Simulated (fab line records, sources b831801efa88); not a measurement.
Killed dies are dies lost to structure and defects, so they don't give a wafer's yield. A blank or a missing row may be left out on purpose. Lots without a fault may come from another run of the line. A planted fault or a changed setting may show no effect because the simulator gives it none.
fab line records | flow sky130
record lots=5 wafers=15 last_day=49
route steps=708 shown METAL2@492 VIA2@507
lots that met no fault: from a run of the same line without faults
start_h: hours from the record's first day to the start of the lot's first wafer shown | wait_h: hours since the lot's step before | " the same as in the row above | L1.1+2: a row that stands for several wafers | - no value, or no start given | * or withheld: withheld | < > ~ a bound
route shown NAME@n: a module of which the file shows steps, and the number in the route of the first | usual: mean/standard deviation of fault-free wafers | same: alike in all rows | chamber/n: place in a boat | sites: the reading at each site | _std_site: their standard deviation | _edge_site: outer sites' mean less inner sites' | radius_mm: how far each site lies from the wafer's centre | mask NAME#n: copy n | behind: the tool/chamber that last shaped the wafer | hold: why the lot was held/for how many hours/how that ended | device: the transistor (n, p or np) that didn't switch | end of line: the same wafers' tests at the end of the route | a step without rows: its recipe alone | killed: dies lost to structure and defects at the first sort, not the wafer's yield | map: a wafer's dies, x killed, . not, _ none there
set.NAME: the setting as run; set.NAME@STEP: as run at that earlier step | model.NAME: the simulator's own value behind a step, which no gauge read
lots at some steps of the route; a table a step, a row a wafer
services: from which hour (start_h, from the record's first day; less than 0 if before it) a tool's chamber was out of use, for how many hours, and why
## steps
# step SKY_METAL2_COAT_09
# recipe resist=BARC temp_c=withheld time_s=withheld spin_rpm=3000 resist_thk_nm=60
# columns lot.wafer tool chamber start_h wait_h
L077.2+3+6 litho_track-03 0 833.37 0.1
L085.1+2+3 litho_track-02 0 886.79 0.1
L087.2+4+5 litho_track-03 0 891.72 0.1
L092.2+4+5 litho_track-03 0 947.77 0.1
L096.2+3+5 litho_track-01 0 958.81 0.1
# step SKY_METAL2_COAT_10
# recipe resist=KrF-thick spin_rpm=3000 resist_thk_nm=450
# columns lot.wafer tool chamber start_h wait_h
L077.2+3+6 litho_track-03 0 - -
L085.1+2+3 litho_track-02 0 - -
L087.2+4+5 litho_track-03 0 - -
L092.2+4+5 litho_track-03 0 - -
L096.2+3+5 litho_track-01 0 - -
# step SKY_METAL2_SOFTBAKE_11
# recipe temp_c=100 time_s=90 resist=KrF-thick
# columns lot.wafer tool chamber start_h wait_h
L077.2+3+6 litho_track-03 0 - -
L085.1+2+3 litho_track-02 0 - -
L087.2+4+5 litho_track-03 0 - -
L092.2+4+5 litho_track-03 0 - -
L096.2+3+5 litho_track-01 0 - -
# step SKY_METAL2_EXPOSE_12
# recipe mask_id=MM2 na=0.8 source_shape=annular sigma_inner=0.55 sigma_outer=0.85 target_cd_nm=140 dose_mj=28
# usual exposure_dose_mJ_cm2=28.002/0.027 reticle_temp_C=23.00/0.1
# columns lot.wafer tool chamber start_h wait_h mask exposure_dose_mJ_cm2 reticle_temp_C
L077.2 krf_scanner-02 0 - - MM2#0 27.974 22.95
L077.3 " 0 " " MM2#0 27.981 23.02
L077.6 " 0 " " MM2#0 27.954 23.03
L085.1 krf_scanner-02 0 - - MM2#0 28.018 22.93
L085.2 " 0 " " MM2#0 28.065 22.97
L085.3 " 0 " " MM2#0 27.988 23.11
L087.2 krf_scanner-02 0 - - MM2#0 28.028 22.90
L087.4 " 0 " " MM2#0 27.982 22.93
L087.5 " 0 " " MM2#0 28.032 22.92
L092.2 krf_scanner-02 0 - - MM2#0 27.967 22.90
L092.4 " 0 " " MM2#0 27.993 23.04
L092.5 " 0 " " MM2#0 27.962 23.05
L096.2 krf_scanner-01 0 - - MM2#0 28.017 22.80
L096.3 " 0 " " MM2#0 28.021 22.99
L096.5 " 0 " " MM2#0 28.010 22.92
# step SKY_METAL2_PEB_13
# recipe peb_temp_c=withheld peb_time_s=withheld resist=KrF-thick
# columns lot.wafer tool chamber start_h wait_h
L077.2+3+6 litho_track-01 0 - -
L085.1+2+3 litho_track-03 0 - -
L087.2+4+5 litho_track-03 0 - -
L092.2+4+5 litho_track-01 0 - -
L096.2+3+5 litho_track-02 0 - -
# step SKY_METAL2_DEVELOP_14
# recipe develop_time_s=60 resist=KrF-thick dev_temp_c=21
# columns lot.wafer tool chamber start_h wait_h
L077.2+3+6 litho_track-01 0 - -
L085.1+2+3 litho_track-03 0 - -
L087.2+4+5 litho_track-03 0 - -
L092.2+4+5 litho_track-01 0 - -
L096.2+3+5 litho_track-02 0 - -
# step SKY_METAL2_CD_MEAS_15
# recipe target_cd_nm=140
# usual cd_nm=139.7/1.8
# columns lot.wafer tool chamber start_h wait_h cd_nm
L077.2 cd_sem-02 - 847.31 - 137.4
L077.3 " - " " 136.7
L077.6 " - " " 137.0
L085.1 cd_sem-02 - 898.94 - 143.2
L085.2 " - " " 142.4
L085.3 " - " " 142.1
L087.2 cd_sem-02 - 903.88 - 142.3
L087.4 " - " " 140.9
L087.5 " - " " 140.4
L092.2 cd_sem-01 - 959.66 - 137.6
L092.4 " - " " 137.2
L092.5 " - " " 137.9
L096.2 cd_sem-01 - 971.46 - 138.8
L096.3 " - " " 140.6
L096.5 " - " " 138.7
# step SKY_METAL2_OVL_MEAS_16
# usual METAL2_OVL=2/4.3
# columns lot.wafer tool chamber start_h wait_h METAL2_OVL[nm]
L077.2 overlay-01 - 847.41 0.1 7
L077.3 " - " " 10
L077.6 " - " " 9
L085.1 overlay-01 - 899.06 0.1 6
L085.2 " - " " 3
L085.3 " - " " 9
L087.2 overlay-01 - 903.99 0.1 -1
L087.4 " - " " -2
L087.5 " - " " 0
L092.2 overlay-01 - 959.76 0.1 0
L092.4 " - " " 4
L092.5 " - " " 4
L096.2 overlay-02 - 971.57 0.1 -1
L096.3 " - " " 3
L096.5 " - " " 0
# step SKY_METAL2_DESCUM_17
# recipe chemistry=O2 source_power_w=150 bias_power_w=0 pressure_mtorr=10 temp_c=40 time_s=8
# usual drypump_motor_current_A=6.0/0.52 oes_product_au=0.993/0.0078
# columns lot.wafer tool chamber start_h wait_h drypump_motor_current_A oes_product_au rf_hours_counter_h
L077.2 rie_metal-04 0 847.44 0.0 6.5 1.003 5
L077.3 " 1 " " 5.1 0.992 -
L077.6 " 0 " " 6.4 1.008 -
L085.1 rie_metal-04 0 899.10 0.0 6.4 0.997 7
L085.2 " 1 " " 5.1 0.992 10
L085.3 " 1 " " 5.1 0.995 -
L087.2 rie_metal-03 1 904.02 0.0 5.6 0.992 6
L087.4 " 1 " " 5.6 0.986 -
L087.5 " 0 " " 6.0 1.000 -
L092.2 rie_metal-03 1 959.79 0.0 5.5 0.977 9
L092.4 " 0 " " 6.0 1.008 -
L092.5 " 1 " " 5.6 0.986 -
L096.2 rie_metal-02 0 971.60 0.0 6.8 0.989 14
L096.3 " 1 " " 5.7 0.986 -
L096.5 " 0 " " 6.8 0.987 -
# step SKY_METAL2_ETCH_18
# recipe chemistry=N2/H2 target=BARC ion_energy_ev=200 bias_w=100 pressure_mtorr=30 n2_flow_sccm=100 h2_flow_sccm=200 icp_w=500 stop_on=SiO2 time_s=45.9 target_depth_a=600
# usual bias_w=100.0/0.31 drypump_motor_current_A=6.0/0.53 oes_product_au=0.855/0.0047 throttle_valve_pct=13.224/0.0087
# columns lot.wafer tool chamber start_h wait_h bias_w drypump_motor_current_A oes_product_au rf_hours_counter_h throttle_valve_pct
L077.2 rie_metal-04 0 847.47 0.0 100.0 6.5 0.849 5 13.224
L077.3 " 1 " " 100.4 5.1 0.865 - 13.231
L077.6 " 0 " " 99.9 6.4 0.855 - 13.209
L085.1 rie_metal-04 0 899.13 0.0 99.9 6.5 0.844 7 13.218
L085.2 " 1 " " 100.0 5.1 0.864 10 13.214
L085.3 " 1 " " 100.3 5.1 0.857 - 13.221
L087.2 rie_metal-03 1 904.05 0.0 99.9 5.6 0.851 6 13.205
L087.4 " 1 " " 99.6 5.7 0.854 - 13.225
L087.5 " 0 " " 100.1 6.0 0.855 - 13.224
L092.2 rie_metal-03 1 959.82 0.0 100.4 5.7 0.853 9 13.220
L092.4 " 0 " " 99.6 6.0 0.851 - 13.240
L092.5 " 1 " " 100.1 5.7 0.853 - 13.231
L096.2 rie_metal-02 0 971.63 0.0 100.5 6.8 0.852 14 13.222
L096.3 " 1 " " 99.8 5.7 0.856 - 13.230
L096.5 " 0 " " 99.9 6.8 0.847 - 13.227
# step SKY_METAL2_METAL_ETCH_19
# recipe target_depth_a=3600 stop_on=SiO2 over_etch_frac=0.3 time_s=78 chemistry=Cl2/BCl3 resist_sidewall_deg=88 pressure_mtorr=10 icp_w=900 bias_w=48.5 Cl2_flow_sccm=60 bcl3_flow_sccm=30
# usual bias_w=48.51/0.15 drypump_motor_current_A=6.0/0.53 oes_product_au=0.854/0.006 throttle_valve_pct=22.264/0.009
# columns lot.wafer tool chamber start_h wait_h bias_w drypump_motor_current_A oes_product_au rf_hours_counter_h throttle_valve_pct
L077.2 rie_metal-04 0 847.54 0.0 48.57 6.5 0.859 5 22.235
L077.3 " 1 " " 48.70 5.1 0.868 - 22.263
L077.6 " 0 " " 48.28 6.5 0.858 - 22.265
L085.1 rie_metal-04 0 899.19 0.0 48.26 6.5 0.857 7 22.277
L085.2 " 1 " " 48.36 5.1 0.855 10 22.269
L085.3 " 1 " " 48.15 5.1 0.856 - 22.262
L087.2 rie_metal-03 1 904.11 0.0 48.25 5.6 0.847 6 22.275
L087.4 " 1 " " 48.44 5.6 0.847 - 22.265
L087.5 " 0 " " 48.49 6.0 0.858 - 22.252
L092.2 rie_metal-03 1 959.89 0.0 48.52 5.6 0.850 9 22.241
L092.4 " 0 " " 48.78 6.0 0.852 - 22.271
L092.5 " 1 " " 48.60 5.6 0.854 - 22.266
L096.2 rie_metal-02 0 971.69 0.0 48.35 6.8 0.854 14 22.273
L096.3 " 1 " " 48.21 5.7 0.854 - 22.261
L096.5 " 0 " " 48.24 6.8 0.862 - 22.263
# step SKY_METAL2_STRIP_20
# recipe chemistry=O2/N2 power_w=1400 pressure_mtorr=1500 platen_temp_c=withheld o2_flow_sccm=3000 n2_flow_sccm=300 overash_fraction=0.5
# usual drypump_motor_current_A=5.8/0.35 oes_product_au=0.344/0.0049 strip_time_to_endpoint_s=2.73/0.035
# columns lot.wafer tool chamber start_h wait_h drypump_motor_current_A oes_product_au rf_hours_counter_h strip_time_to_endpoint_s
L077.2 plasma_asher-01 1 847.63 0.1 5.8 0.351 103 2.73
L077.3 " 0 " " 5.4 0.341 - 2.75
L077.6 " 0 " " 5.4 0.356 - 2.75
L085.1 plasma_asher-03 1 899.28 0.1 5.8 0.343 74 2.69
L085.2 " 0 " " 5.9 0.354 74 2.73
L085.3 " 1 " " 5.8 0.347 - 2.71
L087.2 plasma_asher-03 1 904.20 0.1 5.7 0.351 75 2.79
L087.4 " 1 " " 5.7 0.346 - 2.78
L087.5 " 1 " " 5.7 0.345 - 2.68
L092.2 plasma_asher-04 0 959.98 0.1 6.3 0.334 21 2.76
L092.4 " 0 " " 6.3 0.343 - 2.66
L092.5 " 1 " " 5.3 0.350 - 2.76
L096.2 plasma_asher-03 1 971.78 0.1 5.8 0.346 82 2.72
L096.3 " 1 " " 5.8 0.340 - 2.76
L096.5 " 0 " " 5.9 0.344 - 2.74
# step SKY_METAL2_STRIP_21
# recipe chemistry=post_etch_residue_remover time_s=1200 temp_c=72.5
# columns lot.wafer tool chamber start_h wait_h
L077.2+3+6 wet_bench-01 1 847.73 0.1
L085.1+2+3 wet_bench-01 0 899.38 0.1
L087.2+4+5 wet_bench-01 0 904.30 0.1
L092.2+4+5 wet_bench-04 1 960.08 0.1
L096.2+3+5 wet_bench-02 0 971.88 0.1
# step SKY_METAL2_CLEAN_22
# recipe chemistry=IPA time_s=180 temp_c=25
# columns lot.wafer tool chamber start_h wait_h
L077.2+3+6 wet_bench-04 3 848.07 0.0
L085.1+2+3 wet_bench-04 3 899.76 0.0
L087.2+4+5 wet_bench-04 2 904.68 0.0
L092.2+4+5 wet_bench-04 0 960.42 0.0
L096.2+3+5 wet_bench-04 2 972.26 0.0
# step SKY_METAL2_CLEAN_23
# recipe chemistry=O3/DIW dry=n2_spin
# columns lot.wafer tool chamber start_h wait_h
L077.2+3+6 wet_bench-02 2 848.13 0.0
L085.1+2+3 wet_bench-01 0 899.82 0.0
L087.2+4+5 wet_bench-02 3 904.74 0.0
L092.2+4+5 wet_bench-04 0 960.48 0.0
L096.2+3+5 wet_bench-02 1 972.32 0.0
# step SKY_VIA2_HDPCVD_00
# recipe material=SiO2 target_thk_nm=1180 sigma_open_frac=0.3 time_s=196.7 temp_c=400 sih4_flow_sccm=60 pressure_mtorr=6
# columns lot.wafer tool chamber start_h wait_h
L077.2+3+6 hdpcvd-02 2,1,0 848.31 0.0
L085.1+2+3 hdpcvd-01 0,1,2 899.92 0.0
L087.2+4+5 hdpcvd-02 2,1,0 904.83 0.0
L092.2+4+5 hdpcvd-01 2,0,1 960.58 0.0
L096.2+3+5 hdpcvd-01 1,0,2 972.41 0.0
# step SKY_VIA2_THK_MEAS_01
# recipe reads=SiO2_of_VIA2_HDPCVD_00
# usual VIA2_HDPCVD_THK=1180/12
# columns lot.wafer tool chamber start_h wait_h VIA2_HDPCVD_THK[nm]
L077.2 film_metro-01 - 848.45 0.1 1192
L077.3 " - " " 1202
L077.6 " - " " 1200
L085.1 film_metro-03 - 900.05 0.1 1197
L085.2 " - " " 1184
L085.3 " - " " 1204
L087.2 film_metro-03 - 904.96 0.1 1167
L087.4 " - " " 1187
L087.5 " - " " 1171
L092.2 film_metro-01 - 960.72 0.1 1181
L092.4 " - " " 1169
L092.5 " - " " 1175
L096.2 film_metro-04 - 972.54 0.1 1176
L096.3 " - " " 1176
L096.5 " - " " 1201
# step SKY_VIA2_CMP_02
# recipe material=SiO2 down_force_psi=4 platen_rpm=60 pad_velocity_m_s=0.94248
# usual edge_zone_pressure_frac=1.000/0.0048 motor_current_A=12.2/1 slurry_flow_ml_min=150.0/0.46
# columns lot.wafer tool chamber start_h wait_h edge_zone_pressure_frac motor_current_A slurry_flow_ml_min
L077.2 cmp-02 2 848.50 0.0 0.997 11.3 149.9
L077.3 " 1 " " 1.004 12.0 149.9
L077.6 " 2 " " 0.997 11.0 150.0
L085.2 cmp-01 3 901.06 1.0 1.003 11.4 149.5
L085.3 " 0 " " 1.001 11.8 148.9
L085.1 " 2 " " 0.999 13.1 149.6
L087.2 cmp-01 3 905.01 0.0 1.008 10.6 150.5
L087.4 " 2 " " 1.001 14.1 150.3
L087.5 " 0 " " 1.000 12.0 148.6
L092.2 cmp-01 0 960.82 0.1 1.002 11.3 150.0
L092.4 " 1 " " 0.999 13.1 149.2
L092.5 " 3 " " 0.995 11.8 150.1
L096.2 cmp-01 3 972.59 0.0 1.002 11.2 150.5
L096.3 " 0 " " 1.006 12.3 150.0
L096.5 " 0 " " 1.005 11.8 150.2
# step SKY_VIA2_BOW_MEAS_03
# recipe mode=bow
# usual VIA2_BOW=84/7.6
# columns lot.wafer tool chamber start_h wait_h VIA2_BOW[um]
L077.2 film_metro-04 - 848.82 0.3 82
L077.3 " - " " 81
L077.6 " - " " 89
L085.1 film_metro-01 - 901.36 0.1 99
L085.2 " - " " 92
L085.3 " - " " 85
L087.2 film_metro-04 - 905.33 0.3 90
L087.4 " - " " 78
L087.5 " - " " 67
L092.2 film_metro-01 - 961.09 0.2 89
L092.4 " - " " 71
L092.5 " - " " 76
L096.2 film_metro-04 - 972.94 0.3 77
L096.3 " - " " 90
L096.5 " - " " 92
# step SKY_VIA2_DEHYDRATE_04
# recipe temp_c=200 time_s=60
# columns lot.wafer tool chamber start_h wait_h
L077.2+3+6 litho_track-04 0 860.56 11.7
L085.1+2+3 litho_track-03 0 913.94 12.6
L087.2+4+5 litho_track-03 0 917.97 12.6
L092.2+4+5 litho_track-01 0 972.46 11.4
L096.2+3+5 litho_track-04 0 983.51 10.5
# step SKY_VIA2_HMDS_05
# recipe prime_time_s=60 prime_temp_c=120
# columns lot.wafer tool chamber start_h wait_h
L077.2+3+6 litho_track-04 0 860.71 0.1
L085.1+2+3 litho_track-03 0 914.09 0.1
L087.2+4+5 litho_track-03 0 918.12 0.1
L092.2+4+5 litho_track-01 0 972.61 0.1
L096.2+3+5 litho_track-04 0 983.66 0.1
# step SKY_VIA2_COAT_06
# recipe resist=BARC temp_c=withheld time_s=withheld spin_rpm=3000 resist_thk_nm=60
# columns lot.wafer tool chamber start_h wait_h
L077.2+3+6 litho_track-04 0 860.86 0.1
L085.1+2+3 litho_track-03 0 914.24 0.1
L087.2+4+5 litho_track-03 0 918.27 0.1
L092.2+4+5 litho_track-01 0 972.76 0.1
L096.2+3+5 litho_track-04 0 983.81 0.1
# step SKY_VIA2_COAT_07
# recipe resist=KrF-thick spin_rpm=3000 resist_thk_nm=450
# columns lot.wafer tool chamber start_h wait_h
L077.2+3+6 litho_track-04 0 - -
L085.1+2+3 litho_track-03 0 - -
L087.2+4+5 litho_track-03 0 - -
L092.2+4+5 litho_track-01 0 - -
L096.2+3+5 litho_track-04 0 - -
# step SKY_VIA2_SOFTBAKE_08
# recipe temp_c=100 time_s=90 resist=KrF-thick
# columns lot.wafer tool chamber start_h wait_h
L077.2+3+6 litho_track-04 0 - -
L085.1+2+3 litho_track-03 0 - -
L087.2+4+5 litho_track-03 0 - -
L092.2+4+5 litho_track-01 0 - -
L096.2+3+5 litho_track-04 0 - -
# step SKY_VIA2_EXPOSE_09
# recipe mask_id=VIM2 na=0.8 source_shape=annular sigma_inner=0.55 sigma_outer=0.85 target_cd_nm=200 dose_mj=38
# usual exposure_dose_mJ_cm2=38.00/0.033 reticle_temp_C=23.00/0.1
# columns lot.wafer tool chamber start_h wait_h mask exposure_dose_mJ_cm2 reticle_temp_C
L077.2 krf_scanner-02 0 - - VIM2#0 38.03 22.94
L077.3 " 0 " " VIM2#0 38.02 23.09
L077.6 " 0 " " VIM2#0 38.04 23.08
L085.1 krf_scanner-01 0 - - VIM2#0 38.03 22.98
L085.2 " 0 " " VIM2#0 38.00 23.22
L085.3 " 0 " " VIM2#0 37.99 23.13
L087.2 krf_scanner-01 0 - - VIM2#0 38.01 22.93
L087.4 " 0 " " VIM2#0 38.07 22.98
L087.5 " 0 " " VIM2#0 38.00 22.85
L092.2 krf_scanner-02 0 - - VIM2#0 38.01 22.99
L092.4 " 0 " " VIM2#0 37.97 23.15
L092.5 " 0 " " VIM2#0 37.96 23.14
L096.2 krf_scanner-01 0 - - VIM2#0 37.98 22.93
L096.3 " 0 " " VIM2#0 37.93 23.16
L096.5 " 0 " " VIM2#0 37.97 22.94
# step SKY_VIA2_PEB_10
# recipe peb_temp_c=withheld peb_time_s=withheld resist=KrF-thick
# columns lot.wafer tool chamber start_h wait_h
L077.2+3+6 litho_track-04 0 - -
L085.1+2+3 litho_track-01 0 - -
L087.2+4+5 litho_track-01 0 - -
L092.2+4+5 litho_track-01 0 - -
L096.2+3+5 litho_track-03 0 - -
# step SKY_VIA2_DEVELOP_11
# recipe develop_time_s=60 resist=KrF-thick dev_temp_c=21
# columns lot.wafer tool chamber start_h wait_h
L077.2+3+6 litho_track-04 0 - -
L085.1+2+3 litho_track-01 0 - -
L087.2+4+5 litho_track-01 0 - -
L092.2+4+5 litho_track-01 0 - -
L096.2+3+5 litho_track-03 0 - -
# step SKY_VIA2_CD_MEAS_12
# recipe target_cd_nm=200
# usual cd_nm=200.1/1.3
# columns lot.wafer tool chamber start_h wait_h cd_nm
L077.2 cd_sem-02 - 875.31 - 201.2
L077.3 " - " " 199.6
L077.6 " - " " 199.0
L085.1 cd_sem-02 - 926.19 - 202.5
L085.2 " - " " 200.8
L085.3 " - " " 202.8
L087.2 cd_sem-01 - 929.96 - 199.9
L087.4 " - " " 199.5
L087.5 " - " " 201.0
L092.2 cd_sem-01 - 984.66 - 198.7
L092.4 " - " " 200.0
L092.5 " - " " 200.4
L096.2 cd_sem-02 - 996.46 - 198.9
L096.3 " - " " 198.3
L096.5 " - " " 199.2
# step SKY_VIA2_OVL_MEAS_13
# usual VIA2_OVL=2/5.6
# columns lot.wafer tool chamber start_h wait_h VIA2_OVL[nm]
L077.2 overlay-02 - 875.41 0.1 -8
L077.3 " - " " -4
L077.6 " - " " -6
L085.1 overlay-02 - 926.31 0.1 0
L085.2 " - " " 11
L085.3 " - " " 8
L087.2 overlay-02 - 930.06 0.1 3
L087.4 " - " " 6
L087.5 " - " " 4
L092.2 overlay-01 - 984.76 0.1 4
L092.4 " - " " -3
L092.5 " - " " 1
L096.2 overlay-02 - 996.57 0.1 -3
L096.3 " - " " 0
L096.5 " - " " -8
# step SKY_VIA2_ETCH_14
# recipe chemistry=N2/H2 target=BARC ion_energy_ev=200 source_w=500 bias_w=100 pressure_mtorr=30 n2_flow_sccm=100 h2_flow_sccm=200 stop_on=SiO2 time_s=45.9 target_depth_a=600
# usual bias_w=100.01/0.27 drypump_motor_current_A=5.7/0.47 oes_product_au=0.855/0.0051 throttle_valve_pct=13.225/0.0093
# columns lot.wafer tool chamber start_h wait_h bias_w drypump_motor_current_A oes_product_au rf_hours_counter_h throttle_valve_pct
L077.2 rie_diel-04 1 875.44 0.0 99.89 6.3 0.856 23 13.212
L077.3 " 0 " " 100.10 5.1 0.848 8 13.232
L077.6 " 0 " " 99.75 5.2 0.850 - 13.228
L085.1 rie_diel-01 2 926.34 0.0 99.59 6.2 0.852 8 13.237
L085.2 " 1 " " 100.22 5.4 0.850 19 13.231
L085.3 " 3 " " 99.73 6.5 0.856 11 13.208
L087.2 rie_diel-01 1 930.09 0.0 100.19 5.4 0.860 19 13.209
L087.4 " 0 " " 99.77 5.8 0.849 21 13.218
L087.5 " 1 " " 100.33 5.4 0.869 - 13.214
L092.2 rie_diel-02 1 984.79 0.0 100.32 4.9 0.857 20 13.227
L092.4 " 3 " " 99.36 5.7 0.853 27 13.217
L092.5 " 1 " " 100.09 4.9 0.846 - 13.224
L096.2 rie_diel-04 1 996.60 0.0 100.47 6.3 0.850 26 13.221
L096.3 " 3 " " 100.31 5.2 0.859 22 13.224
L096.5 " 2 " " 100.23 5.7 0.854 - 13.216
# step SKY_VIA2_ETCH_15
# recipe target=SiO2 chemistry=C4F8/O2/Ar target_depth_nm=546 stop_on=TiN mask_material=KrF-thick source_w=1500 bias_w=1200 pressure_mtorr=40 c4f8_flow_sccm=withheld O2_flow_sccm=6 Ar_flow_sccm=300 time_s=84
# usual bias_w=1199/3.6 oes_product_au=0.940/0.0046
# columns lot.wafer tool chamber start_h wait_h bias_w oes_product_au rf_hours_counter_h
L077.2 rie_diel-04 1 875.49 0.0 1203 0.938 23
L077.3 " 0 " " 1195 0.940 8
L077.6 " 0 " " 1198 0.943 -
L085.1 rie_diel-01 2 926.38 0.0 1205 0.935 8
L085.2 " 1 " " 1201 0.941 19
L085.3 " 3 " " 1197 0.940 11
L087.2 rie_diel-01 1 930.13 0.0 1199 0.948 19
L087.4 " 0 " " 1199 0.941 21
L087.5 " 1 " " 1198 0.945 -
L092.2 rie_diel-02 1 984.83 0.0 1200 0.941 20
L092.4 " 3 " " 1196 0.939 27
L092.5 " 1 " " 1202 0.945 -
L096.2 rie_diel-04 1 996.64 0.0 1204 0.937 26
L096.3 " 3 " " 1195 0.939 22
L096.5 " 2 " " 1199 0.937 -
# step SKY_VIA2_STRIP_16
# recipe chemistry=O2/N2 power_w=1400 pressure_mtorr=1500 platen_temp_c=withheld o2_flow_sccm=3000 n2_flow_sccm=300 overash_fraction=0.5
# usual drypump_motor_current_A=5.6/0.42 oes_product_au=0.399/0.0049 strip_time_to_endpoint_s=4.040/0.024
# columns lot.wafer tool chamber start_h wait_h drypump_motor_current_A oes_product_au rf_hours_counter_h strip_time_to_endpoint_s
L077.2 plasma_asher-01 0 875.55 0.0 5.4 0.402 106 4.054
L077.3 " 1 " " 5.8 0.404 - 4.018
L077.6 " 0 " " 5.4 0.394 - 3.994
L085.1 plasma_asher-01 0 926.45 0.0 5.4 0.393 111 4.035
L085.2 " 1 " " 5.8 0.394 111 4.048
L085.3 " 0 " " 5.4 0.403 - 4.080
L087.2 plasma_asher-04 1 930.20 0.0 5.3 0.401 19 4.046
L087.4 " 0 " " 6.3 0.401 - 4.042
L087.5 " 1 " " 5.2 0.394 - 4.038
L092.2 plasma_asher-04 1 984.90 0.0 5.2 0.396 24 3.998
L092.4 " 1 " " 5.2 0.398 - 4.049
L092.5 " 0 " " 6.3 0.403 - 3.979
L096.2 plasma_asher-02 1 996.70 0.0 5.1 0.397 56 4.044
L096.3 " 1 " " 5.1 0.403 - 4.054
L096.5 " 1 " " 5.1 0.398 - 4.027
# step SKY_VIA2_STRIP_17
# recipe chemistry=post_etch_residue_remover time_s=1200 temp_c=72.5
# columns lot.wafer tool chamber start_h wait_h
L077.2+3+6 wet_bench-03 2 875.65 0.1
L085.1+2+3 wet_bench-02 3 926.55 0.1
L087.2+4+5 wet_bench-04 3 930.30 0.1
L092.2+4+5 wet_bench-04 2 985.00 0.1
L096.2+3+5 wet_bench-03 0 996.80 0.1
# step SKY_VIA2_CLEAN_18
# recipe chemistry=IPA time_s=180 temp_c=25
# columns lot.wafer tool chamber start_h wait_h
L077.2+3+6 wet_bench-04 3 875.99 0.0
L085.1+2+3 wet_bench-03 3 926.92 0.0
L087.2+4+5 wet_bench-03 2 930.64 0.0
L092.2+4+5 wet_bench-04 3 985.34 0.0
L096.2+3+5 wet_bench-02 2 997.15 0.0
# step SKY_VIA2_CLEAN_19
# recipe chemistry=O3/DIW dry=n2_spin
# columns lot.wafer tool chamber start_h wait_h
L077.2+3+6 wet_bench-03 1 876.05 0.0
L085.1+2+3 wet_bench-02 2 926.98 0.0
L087.2+4+5 wet_bench-02 1 930.70 0.0
L092.2+4+5 wet_bench-02 0 985.40 0.0
L096.2+3+5 wet_bench-04 1 997.20 0.0
# step SKY_VIA2_SPUTTER_20
# recipe material=TiN target_thk_nm=20 chamber_pressure_pa=5 power_w=4000 time_s=80
# usual throttle_valve_pct=29.7/1.2
# columns lot.wafer tool chamber start_h wait_h throttle_valve_pct
L077.2 pvd_sputter-03 - 876.14 0.0 29.4
L077.3 " - " " 30.8
L077.6 " - " " 29.6
L085.1 pvd_sputter-04 - 927.08 0.0 30.0
L085.2 " - " " 29.6
L085.3 " - " " 30.5
L087.2 pvd_sputter-04 - 930.79 0.0 30.4
L087.4 " - " " 29.5
L087.5 " - " " 28.8
L092.2 pvd_sputter-03 - 985.50 0.0 29.5
L092.4 " - " " 29.5
L092.5 " - " " 32.9
L096.2 pvd_sputter-03 - 997.30 0.0 32.9
L096.3 " - " " 30.7
L096.5 " - " " 29.2
# step SKY_VIA2_CVD_21
# recipe material=W target_thk_nm=420 time_s=126.4 temp_c=400 pressure_torr=40
# usual heater_power_w=812/36
# columns lot.wafer tool chamber start_h wait_h heater_power_w
L077.2 cvd_w-02 1 876.20 0.0 782
L077.3 " 1 " " 812
L077.6 " 1 " " 805
L085.1 cvd_w-01 0 927.14 0.0 741
L085.2 " 1 " " 816
L085.3 " 0 " " 734
L087.2 cvd_w-02 0 930.85 0.0 840
L087.4 " 1 " " 793
L087.5 " 1 " " 787
L092.2 cvd_w-02 1 985.56 0.0 795
L092.4 " 1 " " 796
L092.5 " 0 " " 865
L096.2 cvd_w-02 0 997.37 0.0 854
L096.3 " 1 " " 812
L096.5 " 0 " " 845
# step SKY_VIA2_RS_MEAS_22
# recipe thk_meas_gauge=four-point-probe reads=W_of_VIA2_CVD_21+TiN_of_VIA2_SPUTTER_20
# usual VIA2_W_RS=0.2730/0.0025
# columns lot.wafer tool chamber start_h wait_h VIA2_W_RS[ohm/sq]
L077.2 film_metro-01 - 876.35 0.1 0.2749
L077.3 " - " " 0.2743
L077.6 " - " " 0.2744
L085.1 film_metro-03 - 927.27 0.1 0.2693
L085.2 " - " " 0.2704
L085.3 " - " " 0.2657
L087.2 film_metro-03 - 931.00 0.1 0.2712
L087.4 " - " " 0.2708
L087.5 " - " " 0.2704
L092.2 film_metro-03 - 985.71 0.1 0.2729
L092.4 " - " " 0.2730
L092.5 " - " " 0.2729
L096.2 film_metro-03 - 997.52 0.1 0.2745
L096.3 " - " " 0.2734
L096.5 " - " " 0.2743
# step SKY_VIA2_THK_MEAS_23
# recipe thk_meas_gauge=xrf reads=W_of_VIA2_CVD_21
# usual VIA2_W_THK=425/6.6
# columns lot.wafer tool chamber start_h wait_h VIA2_W_THK[nm]
L077.2 film_metro-01 - 876.46 0.1 426
L077.3 " - " " 427
L077.6 " - " " 432
L085.1 film_metro-03 - 927.39 0.1 435
L085.2 " - " " 433
L085.3 " - " " 439
L087.2 film_metro-03 - 931.11 0.1 429
L087.4 " - " " 430
L087.5 " - " " 434
L092.2 film_metro-03 - 985.82 0.1 426
L092.4 " - " " 425
L092.5 " - " " 429
L096.2 film_metro-03 - 997.63 0.1 424
L096.3 " - " " 424
L096.5 " - " " 425
## services
# columns tool chamber start_h hours kind
krf_scanner-01 - 825.42 1.0 pm
krf_scanner-02 - 829.83 1.3 pm
krf_scanner-01 - 831.13 1.3 pm
krf_scanner-01 - 832.76 4.0 pm
krf_scanner-01 - 842.35 4.7 repair
krf_scanner-01 - 853.48 0.8 pm
rie_diel-04 - 857.61 0.7 repair
cmp-01 - 863.44 1.2 repair
krf_scanner-02 - 863.86 1.0 pm
wet_bench-02 - 864.85 35.8 pm
krf_scanner-02 - 865.82 0.5 repair
krf_scanner-02 - 873.47 0.8 pm
rie_diel-04 - 877.54 14.6 pm
rie_diel-01 3 883.02 14.6 repair
wet_bench-01 - 891.12 6.3 repair
krf_scanner-02 - 910.42 6.1 repair
wet_bench-01 - 919.94 1.0 repair
cmp-01 - 920.05 1.0 repair
rie_diel-01 3 930.85 3.8 repair
rie_diel-01 0 938.40 7.3 repair
krf_scanner-02 - 958.98 1.7 repair
rie_diel-04 - 960.74 0.7 repair
krf_scanner-02 - 976.17 0.2 repair
rie_diel-04 - 980.57 2.8 pm
## key
fault none
